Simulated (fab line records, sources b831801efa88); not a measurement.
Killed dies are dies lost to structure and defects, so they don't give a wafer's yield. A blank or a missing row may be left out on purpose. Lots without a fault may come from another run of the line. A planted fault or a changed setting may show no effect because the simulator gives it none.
fab line records | flow sky130
record lots=6 wafers=18 last_day=51
route steps=708 shown VT_ADJUST_LVTN@117 VT_ADJUST_NCORE@119 VT_ADJUST_HVTR@131 VT_ADJUST_PCH@143 SONOS_TUNNEL@154 PAD_OPEN@708
lots that met no fault: from a run of the same line without faults
start_h: hours from the record's first day to the start of the lot's first wafer shown | wait_h: hours since the lot's step before | " the same as in the row above | L1.1+2: a row that stands for several wafers | - no value, or no start given | * or withheld: withheld | < > ~ a bound
route shown NAME@n: a module of which the file shows steps, and the number in the route of the first | usual: mean/standard deviation of fault-free wafers | same: alike in all rows | chamber/n: place in a boat | sites: the reading at each site | _std_site: their standard deviation | _edge_site: outer sites' mean less inner sites' | radius_mm: how far each site lies from the wafer's centre | mask NAME#n: copy n | behind: the tool/chamber that last shaped the wafer | hold: why the lot was held/for how many hours/how that ended | device: the transistor (n, p or np) that didn't switch | end of line: the same wafers' tests at the end of the route | a step without rows: its recipe alone | killed: dies lost to structure and defects at the first sort, not the wafer's yield | map: a wafer's dies, x killed, . not, _ none there
set.NAME: the setting as run; set.NAME@STEP: as run at that earlier step | model.NAME: the simulator's own value behind a step, which no gauge read
lots at some steps of the route; a table a step, a row a wafer
services: from which hour (start_h, from the record's first day; less than 0 if before it) a tool's chamber was out of use, for how many hours, and why
## steps
# step SKY_VT_ADJUST_LVTN_STRIP_20
# recipe chemistry=O2/N2 power_w=1400 pressure_mtorr=1500 platen_temp_c=withheld o2_flow_sccm=3000 n2_flow_sccm=300 overash_fraction=0.5
# usual drypump_motor_current_A=5.6/0.3 oes_product_au=0.716/0.0047 strip_time_to_endpoint_s=14.18/0.042
# columns lot.wafer tool chamber start_h wait_h drypump_motor_current_A oes_product_au rf_hours_counter_h strip_time_to_endpoint_s
L399.3 plasma_asher-03 1 177.89 0.1 5.3 0.713 - 14.09
L399.4 " 0 " " 6.0 0.712 - 14.13
L399.5 " 0 " " 6.1 0.711 - 14.10
L406.1 plasma_asher-03 0 223.14 0.1 6.0 0.722 51 14.17
L406.3 " 1 " " 5.3 0.718 - 14.12
L406.5 " 1 " " 5.2 0.718 - 14.16
L407.1 plasma_asher-04 0 230.38 0.1 5.3 0.713 43 14.15
L407.4 " 0 " " 5.3 0.716 - 14.18
L407.6 " 1 " " 5.3 0.725 - 14.12
L413.1 plasma_asher-04 1 284.39 0.1 5.3 0.711 48 14.24
L413.5 " 1 " " 5.3 0.716 - 14.23
L413.6 " 0 " " 5.3 0.718 - 14.20
L417.1 plasma_asher-02 0 311.44 0.1 5.8 0.720 19 14.21
L417.3 " 0 " " 5.8 0.723 - 14.17
L417.4 " 1 " " 6.0 0.713 - 14.14
L419.3 plasma_asher-02 1 357.66 0.1 6.0 0.721 - 14.20
L419.5 " 0 " " 5.8 0.717 - 14.24
L419.6 " 1 " " 5.9 0.713 - 14.20
# step SKY_VT_ADJUST_LVTN_TW_MEAS_21
# usual VT_ADJUST_LVTN_2_TW=188.4/0.98
# columns lot.wafer tool chamber start_h wait_h VT_ADJUST_LVTN_2_TW
L399.3 film_metro-04 - 177.97 0.1 188.4
L399.4 " - " " 188.2
L399.5 " - " " 188.5
L406.1 film_metro-04 - 223.24 0.1 189.2
L406.3 " - " " 189.3
L406.5 " - " " 189.3
L407.1 film_metro-01 - 230.48 0.1 186.5
L407.4 " - " " 187.5
L407.6 " - " " 186.7
L413.1 film_metro-04 - 284.49 0.1 189.3
L413.5 " - " " 187.6
L413.6 " - " " 189.2
L417.1 film_metro-04 - 311.54 0.1 189.8
L417.3 " - " " 189.9
L417.4 " - " " 189.8
L419.3 film_metro-02 - 357.75 0.1 188.6
L419.5 " - " " 186.8
L419.6 " - " " 189.0
# step SKY_VT_ADJUST_NCORE_DEHYDRATE_00
# recipe temp_c=200 time_s=60
# step SKY_VT_ADJUST_NCORE_HMDS_01
# recipe prime_time_s=60 prime_temp_c=120
# step SKY_VT_ADJUST_NCORE_COAT_02
# recipe resist=NOVOLAK spin_rpm=3000 resist_thk_nm=1140
# step SKY_VT_ADJUST_NCORE_SOFTBAKE_03
# recipe temp_c=90 time_s=60 resist=NOVOLAK
# step SKY_VT_ADJUST_NCORE_EXPOSE_04
# recipe mask_id=LVTN_COMPLEMENT_THIN na=0.6 source_shape=conventional sigma_outer=0.6 polarization=unpolarized target_cd_nm=380 dose_mj=139
# step SKY_VT_ADJUST_NCORE_PEB_05
# recipe temp_c=withheld time_s=* resist=NOVOLAK
# step SKY_VT_ADJUST_NCORE_DEVELOP_06
# recipe resist=NOVOLAK developer=TMAH develop_time_s=60 dev_temp_c=23
# step SKY_VT_ADJUST_NCORE_CD_MEAS_07
# recipe target_cd_nm=380
# usual cd_nm=378.7/2.4
# columns lot.wafer tool chamber start_h wait_h cd_nm
L399.3 cd_sem-01 - 197.71 0.1 377.9
L399.4 " - " " 379.3
L399.5 " - " " 376.2
L406.1 cd_sem-01 - 245.69 0.1 378.4
L406.3 " - " " 380.7
L406.5 " - " " 378.8
L407.1 cd_sem-01 - 253.77 0.1 375.0
L407.4 " - " " 375.4
L407.6 " - " " 375.8
L413.1 cd_sem-02 - 309.02 0.1 376.8
L413.5 " - " " 377.6
L413.6 " - " " 378.3
L417.1 cd_sem-02 - 338.32 0.1 380.3
L417.3 " - " " 378.3
L417.4 " - " " 381.2
L419.3 cd_sem-02 - 386.38 0.1 379.0
L419.5 " - " " 378.6
L419.6 " - " " 380.1
# step SKY_VT_ADJUST_NCORE_OVL_MEAS_08
# usual VT_ADJUST_NCORE_OVL=0.3/1.3
# columns lot.wafer tool chamber start_h wait_h VT_ADJUST_NCORE_OVL[nm]
L399.3 overlay-02 - 197.80 0.1 0.5
L399.4 " - " " -1.2
L399.5 " - " " -0.5
L406.1 overlay-02 - 245.81 0.1 -0.2
L406.3 " - " " -0.9
L406.5 " - " " -0.2
L407.1 overlay-01 - 253.89 0.1 0.2
L407.4 " - " " -0.1
L407.6 " - " " -1.6
L413.1 overlay-02 - 309.14 0.1 1.8
L413.5 " - " " 0.7
L413.6 " - " " 1.1
L417.1 overlay-01 - 338.44 0.1 -0.1
L417.3 " - " " -0.5
L417.4 " - " " -0.1
L419.3 overlay-01 - 386.47 0.1 0.9
L419.5 " - " " 1.2
L419.6 " - " " 0.2
# step SKY_VT_ADJUST_NCORE_IMPLANT_09
# recipe species=B energy_kev=10 dose_cm2=2.4e+12 tilt_deg=withheld
# step SKY_VT_ADJUST_NCORE_STRIP_10
# recipe chemistry=O2/N2 power_w=1400 pressure_mtorr=1500 platen_temp_c=withheld o2_flow_sccm=3000 n2_flow_sccm=300 overash_fraction=0.5
# usual drypump_motor_current_A=5.9/0.4 oes_product_au=0.715/0.0048 strip_time_to_endpoint_s=14.19/0.036
# columns lot.wafer tool chamber start_h wait_h drypump_motor_current_A oes_product_au rf_hours_counter_h strip_time_to_endpoint_s
L399.3 plasma_asher-03 1 198.01 0.1 5.4 0.715 - 14.14
L399.4 " 0 " " 6.1 0.712 - 14.19
L399.5 " 1 " " 5.3 0.717 - 14.17
L406.1 plasma_asher-01 0 246.00 0.1 6.8 0.715 57 14.26
L406.3 " 0 " " 6.7 0.715 - 14.24
L406.5 " 1 " " 5.7 0.709 - 14.23
L407.1 plasma_asher-01 0 254.07 0.1 6.7 0.718 57 14.13
L407.4 " 1 " " 5.7 0.715 - 14.16
L407.6 " 0 " " 6.7 0.716 - 14.11
L413.1 plasma_asher-01 0 309.32 0.1 6.7 0.717 62 14.18
L413.5 " 0 " " 6.7 0.713 - 14.21
L413.6 " 1 " " 5.7 0.713 - 14.14
L417.1 plasma_asher-02 1 338.62 0.1 6.0 0.721 22 14.24
L417.3 " 1 " " 6.0 0.716 - 14.27
L417.4 " 0 " " 5.8 0.707 - 14.26
L419.3 plasma_asher-02 1 386.68 0.1 6.0 0.726 - 14.14
L419.5 " 0 " " 5.8 0.709 - 14.16
L419.6 " 1 " " 6.0 0.717 - 14.13
# step SKY_VT_ADJUST_NCORE_TW_MEAS_11
# usual VT_ADJUST_NCORE_TW=217.7/2.3
# columns lot.wafer tool chamber start_h wait_h VT_ADJUST_NCORE_TW
L399.3 film_metro-01 - 198.09 0.1 218.9
L399.4 " - " " 220.2
L399.5 " - " " 219.9
L406.1 film_metro-01 - 246.10 0.1 218.5
L406.3 " - " " 218.3
L406.5 " - " " 217.8
L407.1 film_metro-02 - 254.17 0.1 221.4
L407.4 " - " " 221.3
L407.6 " - " " 220.0
L413.1 film_metro-03 - 309.42 0.1 215.9
L413.5 " - " " 214.9
L413.6 " - " " 214.2
L417.1 film_metro-02 - 338.72 0.1 220.8
L417.3 " - " " 218.8
L417.4 " - " " 220.2
L419.3 film_metro-01 - 386.77 0.1 218.1
L419.5 " - " " 217.9
L419.6 " - " " 218.9
# step SKY_VT_ADJUST_HVTR_DEHYDRATE_00
# recipe temp_c=200 time_s=60
# step SKY_VT_ADJUST_HVTR_HMDS_01
# recipe prime_time_s=60 prime_temp_c=120
# step SKY_VT_ADJUST_HVTR_COAT_02
# recipe resist=NOVOLAK spin_rpm=3000 resist_thk_nm=1140
# step SKY_VT_ADJUST_HVTR_SOFTBAKE_03
# recipe temp_c=90 time_s=60 resist=NOVOLAK
# step SKY_VT_ADJUST_HVTR_EXPOSE_04
# recipe mask_id=HVTRM target_cd_nm=380 na=0.6 source_shape=conventional sigma_outer=0.6 dose_mj=150
# step SKY_VT_ADJUST_HVTR_PEB_05
# recipe temp_c=withheld time_s=* resist=NOVOLAK
# step SKY_VT_ADJUST_HVTR_DEVELOP_06
# recipe develop_time_s=60 dev_temp_c=23
# step SKY_VT_ADJUST_HVTR_CD_MEAS_07
# recipe target_cd_nm=380
# usual cd_nm=379.3/2.3
# columns lot.wafer tool chamber start_h wait_h cd_nm
L399.3 cd_sem-01 - 218.91 0.1 378.0
L399.4 " - " " 380.7
L399.5 " - " " 380.4
L406.1 cd_sem-02 - 270.37 0.1 378.3
L406.3 " - " " 382.3
L406.5 " - " " 379.3
L407.1 cd_sem-02 - 278.20 0.1 375.1
L407.4 " - " " 375.9
L407.6 " - " " 376.3
L413.1 cd_sem-02 - 335.60 0.1 375.7
L413.5 " - " " 379.5
L413.6 " - " " 378.0
L417.1 cd_sem-01 - 365.70 0.1 380.8
L417.3 " - " " 379.9
L417.4 " - " " 382.3
L419.3 cd_sem-01 - 415.94 0.1 380.8
L419.5 " - " " 380.8
L419.6 " - " " 382.9
# step SKY_VT_ADJUST_HVTR_OVL_MEAS_08
# usual VT_ADJUST_HVTR_OVL=-0.6/1.3
# columns lot.wafer tool chamber start_h wait_h VT_ADJUST_HVTR_OVL[nm]
L399.3 overlay-02 - 219.00 0.1 -1.0
L399.4 " - " " -1.9
L399.5 " - " " -2.0
L406.1 overlay-02 - 270.49 0.1 -0.5
L406.3 " - " " 0.2
L406.5 " - " " -0.7
L407.1 overlay-02 - 278.32 0.1 -0.2
L407.4 " - " " -1.6
L407.6 " - " " 0.8
L413.1 overlay-01 - 335.72 0.1 0.1
L413.5 " - " " -1.8
L413.6 " - " " -1.6
L417.1 overlay-01 - 365.82 0.1 -1.6
L417.3 " - " " 0.5
L417.4 " - " " -0.2
L419.3 overlay-02 - 416.03 0.1 -1.4
L419.5 " - " " -2.5
L419.6 " - " " -0.3
# step SKY_VT_ADJUST_HVTR_IMPLANT_09
# recipe species=B energy_kev=10 dose_cm2=2.1e+12 tilt_deg=withheld
# step SKY_VT_ADJUST_HVTR_STRIP_10
# recipe chemistry=O2/N2 power_w=1400 pressure_mtorr=1500 platen_temp_c=withheld o2_flow_sccm=3000 n2_flow_sccm=300 overash_fraction=0.5
# usual drypump_motor_current_A=5.8/0.44 oes_product_au=0.715/0.0047 strip_time_to_endpoint_s=14.18/0.043
# columns lot.wafer tool chamber start_h wait_h drypump_motor_current_A oes_product_au rf_hours_counter_h strip_time_to_endpoint_s
L399.3 plasma_asher-04 0 219.21 0.1 5.4 0.712 - 14.23
L399.4 " 1 " " 5.3 0.713 - 14.18
L399.5 " 0 " " 5.4 0.720 - 14.15
L406.1 plasma_asher-01 0 270.67 0.1 6.7 0.723 59 14.17
L406.3 " 1 " " 5.7 0.725 - 14.15
L406.5 " 0 " " 6.7 0.735 - 14.19
L407.1 plasma_asher-02 0 278.51 0.1 5.8 0.709 16 14.24
L407.4 " 1 " " 6.0 0.713 - 14.22
L407.6 " 0 " " 5.8 0.714 - 14.19
L413.1 plasma_asher-01 0 335.91 0.1 6.7 0.717 65 14.19
L413.5 " 0 " " 6.7 0.710 - 14.24
L413.6 " 1 " " 5.7 0.713 - 14.28
L417.1 plasma_asher-04 1 366.00 0.1 5.3 0.721 56 14.19
L417.3 " 0 " " 5.3 0.719 - 14.18
L417.4 " 1 " " 5.3 0.719 - 14.18
L419.3 plasma_asher-04 0 416.24 0.1 5.3 0.714 - 14.21
L419.5 " 1 " " 5.3 0.722 - 14.21
L419.6 " 0 " " 5.3 0.717 - 14.22
# step SKY_VT_ADJUST_HVTR_TW_MEAS_11
# usual VT_ADJUST_HVTR_TW=210.3/2.5
# columns lot.wafer tool chamber start_h wait_h VT_ADJUST_HVTR_TW
L399.3 film_metro-02 - 219.29 0.1 211.5
L399.4 " - " " 211.4
L399.5 " - " " 211.6
L406.1 film_metro-04 - 270.77 0.1 211.8
L406.3 " - " " 213.1
L406.5 " - " " 212.1
L407.1 film_metro-02 - 278.61 0.1 211.1
L407.4 " - " " 210.8
L407.6 " - " " 210.8
L413.1 film_metro-03 - 336.01 0.1 206.7
L413.5 " - " " 206.3
L413.6 " - " " 205.6
L417.1 film_metro-02 - 366.10 0.1 212.9
L417.3 " - " " 213.8
L417.4 " - " " 212.5
L419.3 film_metro-02 - 416.32 0.1 211.7
L419.5 " - " " 212.1
L419.6 " - " " 212.3
# step SKY_VT_ADJUST_PCH_DEHYDRATE_00
# recipe temp_c=200 time_s=60
# step SKY_VT_ADJUST_PCH_HMDS_01
# recipe prime_time_s=60 prime_temp_c=120
# step SKY_VT_ADJUST_PCH_COAT_02
# recipe spin_rpm=2000 resist_thk_nm=3000
# step SKY_VT_ADJUST_PCH_SOFTBAKE_03
# recipe temp_c=110 time_s=withheld
# step SKY_VT_ADJUST_PCH_EXPOSE_04
# recipe mask_id=NWM na=0.6 source_shape=conventional sigma_outer=0.6 polarization=unpolarized target_cd_nm=840 dose_mj=255
# step SKY_VT_ADJUST_PCH_PEB_05
# recipe temp_c=115 time_s=withheld
# step SKY_VT_ADJUST_PCH_DEVELOP_06
# recipe wall_angle_deg=90 developer=TMAH develop_time_s=60 dev_temp_c=23
# step SKY_VT_ADJUST_PCH_OVL_MEAS_07
# usual VT_ADJUST_PCH_OVL=0.0/1.3
# columns lot.wafer tool chamber start_h wait_h VT_ADJUST_PCH_OVL[nm]
L399.3 overlay-01 - 241.23 - 0.1
L399.4 " - " " -0.2
L399.5 " - " " 0.9
L406.1 overlay-02 - 295.12 - -0.3
L406.3 " - " " -1.7
L406.5 " - " " -0.4
L407.1 overlay-01 - 303.97 - -0.4
L407.4 " - " " -0.4
L407.6 " - " " -1.4
L413.1 overlay-02 - 363.37 - 0.9
L413.5 " - " " 0.3
L413.6 " - " " -0.7
L417.1 overlay-01 - 394.22 - -1.0
L417.3 " - " " 0.0
L417.4 " - " " -1.0
L419.3 overlay-01 - 446.38 - 1.8
L419.5 " - " " 2.9
L419.6 " - " " 1.3
# step SKY_VT_ADJUST_PCH_IMPLANT_08
# recipe species=B energy_kev=10 dose_cm2=5e+11 tilt_deg=withheld
# step SKY_VT_ADJUST_PCH_STRIP_09
# recipe chemistry=O2/N2 power_w=1400 pressure_mtorr=1500 platen_temp_c=withheld o2_flow_sccm=3000 n2_flow_sccm=300 overash_fraction=0.5
# usual drypump_motor_current_A=5.8/0.54 oes_product_au=0.722/0.0044 strip_time_to_endpoint_s=36.98/0.11
# columns lot.wafer tool chamber start_h wait_h drypump_motor_current_A oes_product_au rf_hours_counter_h strip_time_to_endpoint_s
L399.3 plasma_asher-01 0 241.44 0.1 6.7 0.719 - 36.72
L399.4 " 1 " " 5.7 0.718 - 36.79
L399.5 " 1 " " 5.7 0.718 - 36.79
L406.1 plasma_asher-01 1 295.30 0.1 5.7 0.728 61 36.96
L406.3 " 1 " " 5.7 0.717 - 36.99
L406.5 " 1 " " 5.7 0.727 - 36.91
L407.1 plasma_asher-01 0 304.15 0.1 6.7 0.721 62 36.99
L407.4 " 0 " " 6.7 0.726 - 36.98
L407.6 " 1 " " 5.7 0.717 - 37.13
L413.1 plasma_asher-01 1 363.55 0.1 5.7 0.728 67 36.96
L413.5 " 1 " " 5.7 0.720 - 37.01
L413.6 " 0 " " 6.7 0.719 - 36.90
L417.1 plasma_asher-03 0 394.40 0.1 6.1 0.713 68 37.06
L417.3 " 0 " " 6.0 0.725 - 36.97
L417.4 " 1 " " 5.3 0.723 - 37.03
L419.3 plasma_asher-03 0 446.59 0.1 6.1 0.723 - 37.13
L419.5 " 1 " " 5.3 0.728 - 37.04
L419.6 " 0 " " 6.1 0.717 - 37.12
# step SKY_VT_ADJUST_PCH_TW_MEAS_10
# usual VT_ADJUST_PCH_TW=142.1/1.5
# columns lot.wafer tool chamber start_h wait_h VT_ADJUST_PCH_TW
L399.3 film_metro-04 - 241.52 0.1 143.6
L399.4 " - " " 143.6
L399.5 " - " " 143.8
L406.1 film_metro-03 - 295.40 0.1 139.2
L406.3 " - " " 139.2
L406.5 " - " " 140.1
L407.1 film_metro-01 - 304.25 0.1 142.6
L407.4 " - " " 142.7
L407.6 " - " " 142.5
L413.1 film_metro-04 - 363.65 0.1 142.9
L413.5 " - " " 142.7
L413.6 " - " " 143.7
L417.1 film_metro-04 - 394.50 0.1 143.6
L417.3 " - " " 144.0
L417.4 " - " " 143.5
L419.3 film_metro-03 - 446.67 0.1 141.0
L419.5 " - " " 140.9
L419.6 " - " " 140.6
# step SKY_SONOS_TUNNEL_DEHYDRATE_00
# recipe temp_c=200 time_s=60
# step SKY_SONOS_TUNNEL_HMDS_01
# recipe prime_time_s=60 prime_temp_c=120
# step SKY_SONOS_TUNNEL_COAT_02
# recipe resist=NOVOLAK spin_rpm=3000 resist_thk_nm=1140
# step SKY_SONOS_TUNNEL_SOFTBAKE_03
# recipe temp_c=90 time_s=60 resist=NOVOLAK
# step SKY_SONOS_TUNNEL_EXPOSE_04
# recipe mask_id=TUNM na=0.6 source_shape=conventional sigma_outer=0.6 polarization=unpolarized target_cd_nm=410 dose_mj=136
# step SKY_PAD_OPEN_PROBE_99
# usual killed_at_M0_to_M3=44/7.2 killed_at_M4_up=3.1/1.7 killed_at_contacts=24/5.2 killed_at_front_end=15/4.1 killed_at_other=0.3/0.61 killed_dies=87/10 killed_open=48/7.5 killed_short=39/6.6
# same gross_dies=492 killed_at_back_side=0
# columns lot.wafer tool chamber start_h wait_h killed_at_M0_to_M3 killed_at_M4_up killed_at_contacts killed_at_front_end killed_at_other killed_dies killed_open killed_short
L399.3 prober-02 - 1089.09 0.2 50 5 19 12 0 86 50 36
L399.4 prober-02 - 1089.14 0.2 41 2 14 9 1 67 34 33
L399.5 prober-02 - 1089.19 0.2 49 4 26 13 0 92 51 41
L406.1 prober-01 - 1129.23 0.1 47 3 21 14 0 85 48 37
L406.3 prober-01 - 1129.33 0.2 33 1 19 15 0 68 37 31
L406.5 prober-01 - 1129.43 0.2 34 1 25 79 0 139 47 23
L407.4 prober-02 - 1135.35 0.2 53 1 25 76 0 155 43 45
# killed by level:class
L399.3 METAL2:geometric_particle:short=13 VIA2:geometric_particle:open=11 VIA1:geometric_particle:open=8 CONTACT:geometric_particle:open=7 LI_CONTACT:geometric_particle:open=5 FIELD_ISO:geometric_particle:open=4 METAL1:geometric_particle:short=4 POLY_GATE:geometric_particle:open=3
L399.4 VIA1:geometric_particle:open=8 VIA2:geometric_particle:short=7 VIA2:geometric_particle:open=5 LI_CONTACT:geometric_particle:open=5 METAL1:geometric_particle:short=5 CONTACT:geometric_particle:open=4 METAL3:geometric_particle:short=4 FIELD_ISO:geometric_particle:short=3
L399.5 VIA2:geometric_particle:open=14 CONTACT:geometric_particle:open=10 VIA1:geometric_particle:open=8 LI_CONTACT:geometric_particle:open=6 METAL1:geometric_particle:short=6 METAL2:geometric_particle:short=6 FIELD_ISO:geometric_particle:short=5 CONTACT:geometric_particle:short=5
L406.1 VIA1:geometric_particle:open=10 VIA2:geometric_particle:open=7 CONTACT:geometric_particle:open=7 METAL2:geometric_particle:short=7 LI_CONTACT:geometric_particle:open=6 VIA1:geometric_particle:short=6 POLY_GATE:geometric_particle:open=5 METAL1:geometric_particle:short=5
L406.3 VIA1:geometric_particle:open=8 METAL1:geometric_particle:short=8 LI_CONTACT:geometric_particle:open=7 FIELD_ISO:geometric_particle:short=4 VIA3:geometric_particle:open=4 FIELD_ISO:geometric_particle:open=3 LOCAL_INTERCONNECT:geometric_particle:short=3 LI_CONTACT:geometric_particle:short=3
L406.5 VT_ADJUST_NCORE:unspecified=69 CONTACT:geometric_particle:open=10 LI_CONTACT:geometric_particle:open=8 VIA3:geometric_particle:open=8 VIA1:geometric_particle:open=7 LI_CONTACT:geometric_particle:short=5 METAL1:geometric_particle:short=5 POLY_GATE:geometric_particle:open=4
L407.4 VT_ADJUST_NCORE:unspecified=66 VIA1:geometric_particle:open=15 METAL1:geometric_particle:short=8 VIA3:geometric_particle:short=8 CONTACT:geometric_particle:open=7 VIA3:geometric_particle:open=7 LI_CONTACT:geometric_particle:open=6 LOCAL_INTERCONNECT:geometric_particle:short=6
# map L406.5 (x killed, . not)
__________...x.x...._________
________.x..x..x...x.._______
______.........x.....x.._____
_____......x........x.xx.____
____x.x............xxxxxxx___
___x....x.....x...xxxxxxxxx__
__...x......x.x..xxxxxxxxxxx_
_................xxxxxxxxxx..
_...........x.x...xxxxxxxxxx.
_....xx.....x...x.xxxxxxxxx.x
_x...x....xxx...xxxxxxxxxxxxx
_...x.......x.........xx.....
_.......x...x.x....x......x..
_..x..x......x.....x.......xx
_........x...x.x..x.x...x...x
__x.............x..........._
___.x...........x....xx..x.__
____......x..............x___
_____...x.....x..........____
______.......x.......xx._____
________.x............_______
__________.....x...._________
# map L407.4 (x killed, . not)
__________.......x.x_________
________.......xx.x..._______
______...x.x.x..x...x.xx_____
_____...x.x..........xxx.____
____x.x....x.......xxxxxxx___
___x........x...xxxxxxxxxxx__
__....x..x...x...xxxxxxxxxxx_
_.....x.......x...xxxxxxxxx..
_....x...........xxxxxxxxxxxx
_........x......x.xxxxxxxx.xx
_.xx...xx.x....x.xx..x.xx....
_....x.x.x.x.x....xx..xx.xx..
_...xx.....x......xx.x....x..
_.xx..........x........x.....
_x.xx.......x..xxxx..x.......
__....x............xx..x.xx._
___....xx.x.x..............__
____.x....................___
_____............xx.....x____
______x...x..x.........._____
________.....x..x...x._______
__________.x..x....x_________
## services
# columns tool chamber start_h hours kind
plasma_asher-01 - 194.69 4.2 repair
plasma_asher-04 - 197.53 2.8 pm
plasma_asher-03 - 210.66 1.0 repair
plasma_asher-03 - 236.07 2.6 repair
plasma_asher-01 - 337.57 2.8 pm
plasma_asher-02 - 365.76 0.5 repair
plasma_asher-03 - 421.25 9.0 pm
plasma_asher-03 0 421.25 9.0 vent_cycle
plasma_asher-03 1 421.25 9.0 vent_cycle
plasma_asher-04 - 425.99 0.6 repair
plasma_asher-03 0 430.25 - clean
plasma_asher-03 1 430.25 - clean
## key
first_sign step=SKY_PAD_OPEN_PROBE_99 reading=killed_at_front_end direction=up sigmas=15 usual=15 struck=78
effect step=SKY_PAD_OPEN_PROBE_99 reading=killed_dies direction=up sigmas=5.8 usual=87 struck=147
met_at SKY_VT_ADJUST_NCORE_STRIP_10
struck_wafers L406.5,L407.4
tester_left_out L406,L407
fault kind=chamber_particle_source tool=plasma_asher-01 chamber=1 onset_h=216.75 steps=SKY_VT_ADJUST_NCORE_STRIP_10 rate_per_visit_cm2=1.7904 end_h=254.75
# tester_left_out: of these lots the tester's yield and bins aren't shown, on N5 and GAA mostly nor the transistor test; their killed dies are dies lost to structure and defects alone, not to doping, threshold or leakage, so they don't give the yield
